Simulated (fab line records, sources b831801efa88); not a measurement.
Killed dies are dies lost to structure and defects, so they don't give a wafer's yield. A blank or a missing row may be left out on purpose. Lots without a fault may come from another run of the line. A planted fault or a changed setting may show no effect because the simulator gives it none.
A struck lot beside a sound one | flow sky130 | 15 steps out of a route of 708
Sound: wafers L626.3, L626.4, L626.6. Struck: wafers L637.1, L637.3, L637.6. The cause comes at the end.
At each step with rows: each side's tool, then ch and its chambers, then its first start. Under that, the readings that differ: sound wafers | struck wafers | difference of the means | sigmas: that difference in standard deviations of wafers without a fault.
alike: readings whose means differ by less than 2 such deviations, and words and numbers that are the same on both sides. not compared: withheld readings, readings that some wafer has no value for, bounds like >300 that may hide the same value, and numbers for which the record gives no deviation and whose values overlap.
The two part at a step that has a row with sigmas, a row that says differs or no value, or rows on one side only. Numbers that don't overlap but have no deviation are shown without sigmas and don't part them. A reading that every wafer of one side lacks parts them only if that side has two wafers or more.

first, 4 steps without rows for these wafers: SKY_DNWELL_EXPOSE_04 (exposes mask DNM, target cd 3000 nm); SKY_DNWELL_PEB_05; SKY_DNWELL_DEVELOP_06 (develop time 60 s); SKY_DNWELL_IMPLANT_07.
SKY_DNWELL_STRIP_08: strips in O2/N2.
  sound on plasma_asher-04 ch 0,1, day 3 18:23; struck on plasma_asher-01 ch 0, day 6 05:02
  alike: drypump_motor_current_A, o2_flow_sccm, oes_product_au, strip_time_to_endpoint_s
  not compared: rf_hours_counter_h
SKY_DNWELL_TW_MEAS_09:
  sound on film_metro-03, day 3 18:28; struck on film_metro-03, day 6 05:08
  alike: DNWELL_TW
then, 6 steps without rows for these wafers: SKY_PWDE_DEHYDRATE_00 (time 60 s); SKY_PWDE_HMDS_01 (prime time 60 s); SKY_PWDE_COAT_02 (resist thk 3000 nm); SKY_PWDE_SOFTBAKE_03; SKY_PWDE_EXPOSE_04 (exposes mask PWDEM, target cd 840 nm); SKY_PWDE_PEB_05.
SKY_PWDE_DEVELOP_06: develop time 60 s.
  sound on litho_track-04 ch 0, day 4 11:00; struck on litho_track-03 ch 0, day 6 23:00
  reading              | sound             | struck            | difference | sigmas
  developer_temp_C (C) | 23.00 23.00 23.02 | 24.08 23.86 23.96 | +0.96      | +9
SKY_PWDE_OVL_MEAS_07:
  sound on overlay-01, day 4 11:18; struck on overlay-02, day 6 23:57
  alike: PWDE_OVL
-- the record jumps here: 42 days lie between the struck wafers' starts before and after (it left off in module PWDE and takes up again in module PAD_OPEN, whose first step shown is number 708 of the route) --
SKY_PAD_OPEN_PROBE_99:
  sound on prober-02, day 46 11:46; struck on prober-01, day 49 04:42
  reading         | sound | struck | difference | sigmas
  killed_at_M4_up | 0 3 1 | 8 8 5  | +6         | +3
  alike: killed_at_M0_to_M3, killed_at_contacts, killed_at_front_end, killed_at_other, killed_dies, killed_open, killed_short

WHERE THEY PART
First at SKY_PWDE_DEVELOP_06; last, within this record, at SKY_PAD_OPEN_PROBE_99.

WHY: what the simulator had put in
Process parameter drift: litho_track-03, from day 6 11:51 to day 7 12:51, at SKY_PWDE_DEVELOP_06. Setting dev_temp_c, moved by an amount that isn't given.
